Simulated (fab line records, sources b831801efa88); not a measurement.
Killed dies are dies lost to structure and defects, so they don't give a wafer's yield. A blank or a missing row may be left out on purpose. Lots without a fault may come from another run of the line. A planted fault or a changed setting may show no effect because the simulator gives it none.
Tool commonality check | flow gf180mcu | 13 lots, 39 wafers sampled

WHY IT WAS OPENED
At GF_VT_IMPLANT_TW_MEAS_21 the reading VT_IMPLANT_2_TW is flagged on 1 of 13 lots. Wafers without a fault read 1222, standard deviation 11.
Rule: a lot is flagged when every wafer of it that has a number lies more than 4 standard deviations from that mean, or none has a number. The other lots count as sound.

lot  | measured     | on            | VT_IMPLANT_2_TW, wafer by wafer | flag
L918 | day 6 05:06  | film_metro-01 | 1221 1207 1212                  |
L919 | day 6 10:17  | film_metro-03 | 1211 1207 1209                  |
L920 | day 6 17:42  | film_metro-02 | 1211 1221 1216                  |
L921 | day 6 23:28  | film_metro-01 | 1213 1219 1217                  |
L923 | day 7 12:32  | film_metro-03 | 30 30 30                        | FLAGGED
L927 | day 8 15:56  | film_metro-01 | 1215 1214 1218                  |
L928 | day 8 22:06  | film_metro-02 | 1233 1238 1230                  |
L932 | day 10 00:10 | film_metro-02 | 1227 1225 1231                  |
L933 | day 10 08:57 | film_metro-01 | 1225 1224 1226                  |
L935 | day 10 19:07 | film_metro-03 | 1200 1204 1199                  |
L936 | day 11 03:13 | film_metro-03 | 1196 1199 1206                  |
L937 | day 11 08:46 | film_metro-02 | 1237 1237 1234                  |
L938 | day 11 15:50 | film_metro-01 | 1222 1218 1218                  |
The numbers of the flagged lots are 30 on average: -1192 against the usual, or -99 or more standard deviations.

WHICH TOOL RAN EACH LOT
The record holds 1 process step before the reading, out of a route of 602 steps. In each cell: the tool, then ch and the chambers that the sampled wafers went through, then the start.
lot  | flag    | GF_VT_IMPLANT_EXPOSE_15
L918 |         | iline_stepper-01 ch 0, day 5 21:22
L919 |         | iline_stepper-01 ch 0, day 6 03:13
L920 |         | iline_stepper-02 ch 0, day 6 10:07
L921 |         | iline_stepper-02 ch 0, day 6 15:36
L923 | FLAGGED | iline_stepper-02 ch 0, day 7 04:37
L927 |         | iline_stepper-02 ch 0, day 8 07:31
L928 |         | iline_stepper-02 ch 0, day 8 13:16
L932 |         | iline_stepper-01 ch 0, day 9 14:38
L933 |         | iline_stepper-01 ch 0, day 10 00:04
L935 |         | iline_stepper-02 ch 0, day 10 09:20
L936 |         | iline_stepper-02 ch 0, day 10 18:18
L937 |         | iline_stepper-02 ch 0, day 10 23:20
L938 |         | iline_stepper-02 ch 0, day 11 05:59
What these steps do:
- GF_VT_IMPLANT_EXPOSE_15: exposes mask Nwell LV AREA, target cd 860 nm.
- GF_VT_IMPLANT_TW_MEAS_21

FLAGGED OVER TOTAL, TOOL BY TOOL (the gauges that took the reading come last)
step                     | tool             | lots run | flagged | share of the flagged lots | sound lots run after its first flagged lot
GF_VT_IMPLANT_EXPOSE_15  | iline_stepper-01 | 4        | 0       | none                      | -
GF_VT_IMPLANT_EXPOSE_15  | iline_stepper-02 | 9        | 1       | all                       | 6 (L927,L928,L935,L936,L937,L938)
GF_VT_IMPLANT_TW_MEAS_21 | film_metro-01    | 5        | 0       | none                      | -
GF_VT_IMPLANT_TW_MEAS_21 | film_metro-02    | 4        | 0       | none                      | -
GF_VT_IMPLANT_TW_MEAS_21 | film_metro-03    | 4        | 1       | all                       | 2 (L935,L936)

WHAT THE TABLE ALLOWS
2 rows of the table ran every flagged lot: iline_stepper-02 at GF_VT_IMPLANT_EXPOSE_15, film_metro-03 at GF_VT_IMPLANT_TW_MEAS_21.
- iline_stepper-02 at GF_VT_IMPLANT_EXPOSE_15: 1 of its 9 lots flagged. Sound lots ran on it after the first flagged one (L927, L928, L935, L936, L937, L938), which a lasting fault on the whole tool wouldn't allow.
- film_metro-03 at GF_VT_IMPLANT_TW_MEAS_21: 1 of its 4 lots flagged. Sound lots ran on it after the first flagged one (L935, L936), which a lasting fault on the whole tool wouldn't allow.
No row of the table ran every flagged lot and no sound lot after the first.

WHAT THE SIMULATOR HAD PUT IN
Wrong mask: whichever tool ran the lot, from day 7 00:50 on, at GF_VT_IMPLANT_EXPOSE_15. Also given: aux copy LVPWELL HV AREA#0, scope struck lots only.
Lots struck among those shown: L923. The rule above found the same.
